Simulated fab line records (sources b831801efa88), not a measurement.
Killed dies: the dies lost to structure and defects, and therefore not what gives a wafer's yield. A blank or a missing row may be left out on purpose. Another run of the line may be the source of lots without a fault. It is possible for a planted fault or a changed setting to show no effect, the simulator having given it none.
fab line records | flow sky130
[record] lots = 12 wafers = 36 lastDay = 50
route steps=708 shown VT_ADJUST_HVTR@138 SONOS_ONO@171 GATE_OXIDE@198 PAD_OPEN@708
lots with no fault: from the same line, run without faults
startH: the number of hours between the record's first day and the start of the first shown wafer of the lot | waitH: hours since the lot's step before | " the same as in the row above | L1.1+2: several wafers, shown together as one row | - no value, or no start given | * or withheld: withheld | < > ~ a bound
route shown NAME@n: NAME is a module with steps in the file, n the number in the route of the first one | usual: the fault-free wafers' mean and standard deviation | same: alike in all rows | chamber/n: place in a boat | sites: each site's reading | _std_site: standard deviation across them | _edge_site: inner sites' mean taken away from outer sites' mean | radiusMm: for every site, how far away it sits from the centre of the wafer | mask NAME#n: copy n | behind: the most recent tool/chamber to have shaped the wafer | hold: reason for holding the lot/hours on hold/outcome of the hold | device: whichever transistor did not switch (one of n, p or np) | end of line: tests run on the same wafers once the route is complete | a step given without rows: its recipe and nothing more | killed: dies lost to structure and defects at the first sort, not the wafer's yield | map: dies across one wafer; x = killed, . = not, _ = none there
set.NAME: setting as actually run; set.NAME@STEP: the setting as run at that earlier step | model.NAME: the simulator's own value behind a step, which no gauge read
one table for each step of the route and one row for each wafer, over a sample of lots
services: a tool's chamber out of use, with start hour (startH, from the record's first day; less than 0 if before it), hours out, and reason
[[steps]]
[step SKY_VT_ADJUST_HVTR_CD_MEAS_07]
[recipe] targetCdNm = 380
[usual] cdNm = 380.0/2.8
// columns lot.wafer tool chamber startH waitH cdNm
L664.4 cdSem-01 - 212.29 0.1 379.5
L664.5 " - " " 380.5
L664.6 " - " " 377.0
L665.1 cdSem-01 - 223.42 0.1 378.8
L665.2 " - " " 378.5
L665.4 " - " " 381.5
L666.1 cdSem-01 - 225.22 0.1 378.8
L666.2 " - " " 380.0
L666.5 " - " " 381.5
L667.1 cdSem-02 - 234.97 0.1 382.7
L667.2 " - " " 384.1
L667.3 " - " " 380.9
L668.2 cdSem-02 - 241.09 0.1 377.2
L668.3 " - " " 375.8
L668.6 " - " " 377.0
L669.1 cdSem-01 - 250.67 0.1 378.7
L669.3 " - " " 379.2
L669.6 " - " " 380.2
L670.4 cdSem-01 - 253.64 0.1 384.3
L670.5 " - " " 382.8
L670.6 " - " " 382.8
L671.4 cdSem-01 - 264.03 0.1 386.8
L671.5 " - " " 382.5
L671.6 " - " " 384.1
L681.1 cdSem-01 - 340.52 0.1 382.3
L681.4 " - " " 383.2
L681.5 " - " " 380.7
L683.1 cdSem-01 - 350.97 0.1 382.4
L683.3 " - " " 383.9
L683.4 " - " " 382.3
L684.1 cdSem-02 - 363.12 0.1 378.8
L684.3 " - " " 379.2
L684.6 " - " " 382.2
L686.3 cdSem-01 - 386.86 0.1 372.1
L686.4 " - " " 372.2
L686.6 " - " " 373.6
[step SKY_SONOS_ONO_THK_MEAS_03]
[recipe] reads = Si3N4_of_SONOS_ONO_CVD_02
[usual] SONOS_ONO_CVD_02_THK = 10.49/0.12
// columns lot.wafer tool chamber startH waitH SONOS_ONO_CVD_02_THK[nm]
L664.4 filmMetro-03 - 264.09 0.0 10.79
L664.5 " - " " 10.67
L664.6 " - " " 10.69
L665.1 filmMetro-03 - 279.50 0.0 10.47
L665.2 " - " " 10.30
L665.4 " - " " 10.37
L666.1 filmMetro-04 - 279.50 0.0 10.44
L666.2 " - " " 10.56
L666.5 " - " " 10.42
L667.1 filmMetro-04 - 293.39 0.0 10.54
L667.2 " - " " 10.64
L667.3 " - " " 10.60
L668.2 filmMetro-01 - 293.40 0.0 10.36
L668.3 " - " " 10.43
L668.6 " - " " 10.37
L669.1 filmMetro-04 - 304.42 0.0 10.51
L669.3 " - " " 10.63
L669.6 " - " " 10.53
L670.4 filmMetro-03 - 308.49 0.0 10.48
L670.5 " - " " 10.39
L670.6 " - " " 10.36
L671.4 filmMetro-03 - 317.17 0.0 10.58
L671.5 " - " " 10.61
L671.6 " - " " 10.55
L681.1 filmMetro-01 - 402.82 0.0 10.45
L681.4 " - " " 10.41
L681.5 " - " " 10.31
L683.1 filmMetro-04 - 411.03 0.0 10.53
L683.3 " - " " 10.54
L683.4 " - " " 10.51
L684.1 filmMetro-03 - 427.68 0.0 10.71
L684.3 " - " " 10.71
L684.6 " - " " 10.72
L686.3 filmMetro-03 - 451.09 0.0 10.67
L686.4 " - " " 10.58
L686.6 " - " " 10.50
[step SKY_GATE_OXIDE_IMPLANT_11]
[recipe] species = B energyKev = 10 doseCm2 = 2.6e+12 tiltDeg = withheld
[usual] doseIonsCm2 = 2.6007e+12/2.8e+09 faradayCurrentUA = 14.7/0.32
// columns lot.wafer tool chamber startH waitH doseIonsCm2 faradayCurrentUA
L664.4 implanter-04 0 321.23 0.1 2.6043e+12 14.3
L664.5 " 0 " " 2.6066e+12 14.7
L664.6 " 0 " " 2.6019e+12 14.4
L665.1 implanter-01 0 336.86 0.0 2.6016e+12 15.2
L665.2 " 0 " " 2.5991e+12 14.5
L665.4 " 0 " " 2.6007e+12 14.5
L666.1 implanter-04 0 336.96 0.0 2.5997e+12 14.2
L666.2 " 0 " " 2.6011e+12 14.2
L666.5 " 0 " " 2.6016e+12 14.2
L667.1 implanter-01 0 350.26 0.0 2.5968e+12 14.1
L667.2 " 0 " " 2.6019e+12 15.1
L667.3 " 0 " " 2.5973e+12 14.3
L668.2 implanter-04 0 350.64 0.0 2.6003e+12 14.6
L668.3 " 0 " " 2.6025e+12 14.4
L668.6 " 0 " " 2.6024e+12 15.2
L669.1 implanter-02 0 362.56 0.0 2.601e+12 14.3
L669.3 " 0 " " 2.5984e+12 14.3
L669.6 " 0 " " 2.6004e+12 14.6
L670.4 implanter-02 0 364.59 0.1 2.6023e+12 14.7
L670.5 " 0 " " 2.5972e+12 14.4
L670.6 " 0 " " 2.6019e+12 14.7
L671.4 implanter-04 0 376.03 0.1 2.5996e+12 14.8
L671.5 " 0 " " 2.5967e+12 15.4
L671.6 " 0 " " 2.6016e+12 14.5
L681.1 implanter-04 0 467.96 0.0 1.5009e+12 8.3
L681.4 " 0 " " 1.5027e+12 8.4
L681.5 " 0 " " 1.5025e+12 8.2
L683.1 implanter-04 0 475.96 0.0 1.5022e+12 8.8
L683.3 " 0 " " 1.5011e+12 8.6
L683.4 " 0 " " 1.5009e+12 8.3
L684.1 implanter-02 0 494.85 0.0 2.5977e+12 14.8
L684.3 " 0 " " 2.5987e+12 15.1
L684.6 " 0 " " 2.6005e+12 14.7
L686.3 implanter-02 0 515.56 0.1 2.5987e+12 14.2
L686.4 " 0 " " 2.598e+12 14.2
L686.6 " 0 " " 2.5988e+12 14.2
[step SKY_GATE_OXIDE_STRIP_13]
[recipe] chemistry = O2/N2 powerW = 1400 pressureMtorr = 1500 platenTempC = withheld o2FlowSccm = 3000 n2FlowSccm = 300 overashFraction = 0.5
[usual] chamberPressureMTorr = 1500.0/1.4 drypumpMotorCurrentA = 5.65/0.19 oesProductAu = 0.715/0.0046 stripTimeToEndpointS = 14.18/0.037
[same] overashFraction = 0.5
// columns lot.wafer tool chamber startH waitH chamberPressureMTorr drypumpMotorCurrentA oesProductAu rfHoursCounterH stripTimeToEndpointS
L664.4 plasmaAsher-01 0 321.44 0.0 1499.2 5.50 0.721 - 14.17
L664.5 " 1 " " 1495.9 5.75 0.705 - 14.16
L664.6 " 0 " " 1501.6 5.49 0.707 - 14.19
L665.1 plasmaAsher-03 1 337.12 0.0 1500.3 5.42 0.718 67 14.09
L665.2 " 0 " " 1501.1 5.82 0.716 67 14.12
L665.4 " 1 " " 1497.8 5.39 0.714 - 14.15
L666.1 plasmaAsher-04 0 337.21 0.0 1499.8 5.73 0.723 49 14.16
L666.2 " 1 " " 1499.0 5.87 0.717 49 14.15
L666.5 " 0 " " 1498.9 5.75 0.715 - 14.16
L667.1 plasmaAsher-01 1 350.51 0.0 1499.5 5.75 0.718 58 14.20
L667.2 " 0 " " 1500.5 5.49 0.707 58 14.16
L667.3 " 1 " " 1499.9 5.76 0.714 - 14.19
L668.2 plasmaAsher-03 1 350.87 0.0 1500.1 5.41 0.716 68 14.12
L668.3 " 0 " " 1501.3 5.89 0.703 - 14.19
L668.6 " 1 " " 1499.5 5.38 0.717 - 14.16
L669.1 plasmaAsher-03 0 362.81 0.0 1497.8 5.82 0.721 69 14.20
L669.3 " 1 " " 1503.6 5.36 0.716 - 14.20
L669.6 " 1 " " 1503.3 5.39 0.719 - 14.17
L670.4 plasmaAsher-01 0 364.80 0.0 1502.5 5.50 0.712 - 14.19
L670.5 " 1 " " 1500.4 5.76 0.716 - 14.17
L670.6 " 0 " " 1502.6 5.50 0.713 - 14.18
L671.4 plasmaAsher-01 0 376.26 0.0 1501.5 5.48 0.708 - 14.14
L671.5 " 1 " " 1497.8 5.73 0.712 - 14.12
L671.6 " 0 " " 1501.9 5.48 0.717 - 14.14
L681.1 plasmaAsher-03 0 468.21 0.0 1500.2 5.84 0.712 80 14.16
L681.4 " 1 " " 1502.8 5.46 0.706 - 14.19
L681.5 " 1 " " 1500.2 5.41 0.715 - 14.18
L683.1 plasmaAsher-01 1 476.22 0.0 1500.7 5.73 0.721 3 14.14
L683.3 " 1 " " 1501.3 5.73 0.711 - 14.15
L683.4 " 0 " " 1499.0 5.48 0.714 - 14.15
L684.1 plasmaAsher-04 1 495.23 0.0 1498.5 5.89 0.721 66 14.26
L684.3 " 1 " " 1499.4 5.88 0.713 - 14.20
L684.6 " 1 " " 1501.5 5.88 0.717 - 14.24
L686.3 plasmaAsher-01 0 515.79 0.0 1499.4 5.46 0.711 - 14.20
L686.4 " 1 " " 1500.3 5.72 0.711 - 14.18
L686.6 " 0 " " 1499.3 5.48 0.712 - 14.16
[step SKY_GATE_OXIDE_TW_MEAS_14]
[usual] GATE_OXIDE_TW = 226.2/1.8
// columns lot.wafer tool chamber startH waitH GATE_OXIDE_TW
L664.4 filmMetro-04 - 321.54 0.1 225.7
L664.5 " - " " 224.7
L664.6 " - " " 224.2
L665.1 filmMetro-03 - 337.22 0.1 225.1
L665.2 " - " " 225.2
L665.4 " - " " 226.5
L666.1 filmMetro-04 - 337.31 0.1 226.0
L666.2 " - " " 224.6
L666.5 " - " " 226.9
L667.1 filmMetro-03 - 350.61 0.1 226.0
L667.2 " - " " 225.8
L667.3 " - " " 225.4
L668.2 filmMetro-02 - 350.98 0.1 229.0
L668.3 " - " " 228.4
L668.6 " - " " 229.3
L669.1 filmMetro-04 - 362.91 0.1 225.4
L669.3 " - " " 224.2
L669.6 " - " " 225.8
L670.4 filmMetro-04 - 364.90 0.1 227.3
L670.5 " - " " 226.9
L670.6 " - " " 224.7
L671.4 filmMetro-02 - 376.36 0.1 228.7
L671.5 " - " " 228.4
L671.6 " - " " 228.1
L681.1 filmMetro-04 - 468.31 0.1 193.7
L681.4 " - " " 192.8
L681.5 " - " " 192.9
L683.1 filmMetro-02 - 476.32 0.1 195.7
L683.3 " - " " 196.1
L683.4 " - " " 195.1
L684.1 filmMetro-04 - 495.33 0.1 224.9
L684.3 " - " " 225.3
L684.6 " - " " 224.5
L686.3 filmMetro-03 - 515.88 0.1 223.7
L686.4 " - " " 223.0
L686.6 " - " " 223.4
[step SKY_PAD_OPEN_PROBE_99]
[usual] killed_at_M0_to_M3 = 44/7 killed_at_M4_up = 3.4/1.7 killedAtContacts = 24/4.9 killedAtFrontEnd = 15/4.5 killedAtOther = 0.4/0.61 killedDies = 86/9.7 killedOpen = 47/7.1 killedShort = 39/6.1
[same] grossDies = 492 killedAtBackSide = 0
// columns lot.wafer tool chamber startH waitH killed_at_M0_to_M3 killed_at_M4_up killedAtContacts killedAtFrontEnd killedAtOther killedDies killedOpen killedShort
L668.2 prober-01 - 1110.89 0.1 45 0 35 16 1 97 55 40
L668.3 prober-01 - 1110.94 0.2 60 3 30 14 0 107 68 38
L668.6 prober-01 - 1111.09 0.2 42 4 25 25 0 96 52 43
L669.3 prober-02 - 1119.30 0.2 41 0 28 15 2 86 49 36
L670.4 prober-01 - 1120.71 0.2 48 6 26 11 0 91 54 37
L670.5 prober-01 - 1120.76 0.2 41 4 16 12 0 73 34 39
L670.6 prober-01 - 1120.81 0.2 47 2 21 15 1 86 47 39
// killed by level:class
L668.2 VIA3:geometricParticle:open=13 CONTACT:geometricParticle:open=12 VIA2:geometricParticle:open=5 CONTACT:geometricParticle:short=5 LI_CONTACT:geometricParticle:open=5 LOCAL_INTERCONNECT:geometricParticle:short=5 VIA1:geometricParticle:open=5 FIELD_ISO:geometricParticle:open=4
L668.3 VIA1:geometricParticle:open=16 CONTACT:geometricParticle:open=12 LI_CONTACT:geometricParticle:open=9 VIA3:geometricParticle:open=9 METAL1:geometricParticle:short=7 VIA2:geometricParticle:open=7 FIELD_ISO:geometricParticle:open=6 LOCAL_INTERCONNECT:geometricParticle:short=5
L668.6 VIA1:geometricParticle:open=16 CONTACT:geometricParticle:open=8 FIELD_ISO:geometricParticle:short=7 POLY_GATE:geometricParticle:open=6 VIA3:geometricParticle:open=6 CONTACT:geometricParticle:short=6 LI_CONTACT:geometricParticle:open=5 POLY_GATE:geometricParticle:short=5
L669.3 CONTACT:geometricParticle:open=9 VIA1:geometricParticle:open=9 VIA3:geometricParticle:open=8 LI_CONTACT:geometricParticle:open=7 METAL1:geometricParticle:short=6 CONTACT:geometricParticle:short=6 VIA1:geometricParticle:short=5 VIA2:geometricParticle:open=4
L670.4 VIA1:geometricParticle:open=14 CONTACT:geometricParticle:open=13 VIA3:geometricParticle:open=10 CONTACT:geometricParticle:short=9 VIA2:geometricParticle:open=6 METAL2:geometricParticle:short=5 METAL1:geometricParticle:short=4 VIA1:geometricParticle:short=4
L670.5 CONTACT:geometricParticle:short=8 VIA1:geometricParticle:open=8 VIA1:geometricParticle:short=6 VIA2:geometricParticle:open=6 VIA3:geometricParticle:open=5 POLY_GATE:geometricParticle:short=4 METAL2:geometricParticle:short=4 METAL3:geometricParticle:short=4
L670.6 VIA1:geometricParticle:open=13 CONTACT:geometricParticle:open=7 CONTACT:geometricParticle:short=7 VIA1:geometricParticle:short=7 FIELD_ISO:geometricParticle:open=6 VIA2:geometricParticle:open=6 VIA3:geometricParticle:open=5 FIELD_ISO:geometricParticle:short=4
[[services]]
// columns tool chamber startH hours kind
implanter-01 - 326.69 1.7 repair
implanter-01 - 359.51 7.2 pm
implanter-04 - 387.66 5.3 pm
implanter-02 - 408.50 8.2 repair
implanter-01 - 409.69 1.7 repair
plasmaAsher-01 - 421.25 9.0 pm
plasmaAsher-01 0 421.25 9.0 ventCycle
plasmaAsher-01 1 421.25 9.0 ventCycle
plasmaAsher-01 0 430.25 - clean
plasmaAsher-01 1 430.25 - clean
implanter-01 - 431.53 6.0 repair
implanter-01 - 433.84 0.5 repair
implanter-02 - 437.82 5.7 repair
plasmaAsher-01 - 446.57 1.9 repair
plasmaAsher-01 - 450.67 1.9 repair
plasmaAsher-01 - 457.51 12.3 repair
implanter-02 - 465.11 9.3 repair
plasmaAsher-03 - 473.34 3.1 repair
implanter-02 - 475.94 5.6 pm
implanter-04 - 492.69 3.7 repair
plasmaAsher-03 - 496.19 4.5 repair
plasmaAsher-01 - 507.00 1.2 repair
[[key]]
[firstSign] step = SKY_GATE_OXIDE_IMPLANT_11 reading = doseIonsCm2 direction = down sigmas = 99+ usual = * struck = *
[effect] step = SKY_GATE_OXIDE_IMPLANT_11 reading = faradayCurrentUA direction = down sigmas = 20 usual = 14.7 struck = 8.4
[effect] step = SKY_GATE_OXIDE_TW_MEAS_14 reading = GATE_OXIDE_TW direction = down sigmas = 17 usual = 226.2 struck = 194.4
metAt SKY_GATE_OXIDE_IMPLANT_11
struckLots L681,L683
testerLeftOut L681,L683
notActingAt SKY_VT_ADJUST_HVTR_CD_MEAS_07,SKY_SONOS_ONO_THK_MEAS_03,SKY_GATE_OXIDE_STRIP_13
onsetBetween 376.03 467.96
[fault] kind = processParameterDrift tool = implanter-04 chamber = - onsetH = 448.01 steps = SKY_GATE_OXIDE_IMPLANT_11 channel = doseCm2 offset = * shape = step endH = 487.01 actsIn = * stated = *
// testerLeftOut: of these lots the tester's yield and bins aren't shown, on N5 and GAA mostly nor the transistor test; their killed dies are dies lost to structure and defects alone, not to doping, threshold or leakage, so they don't give the yield
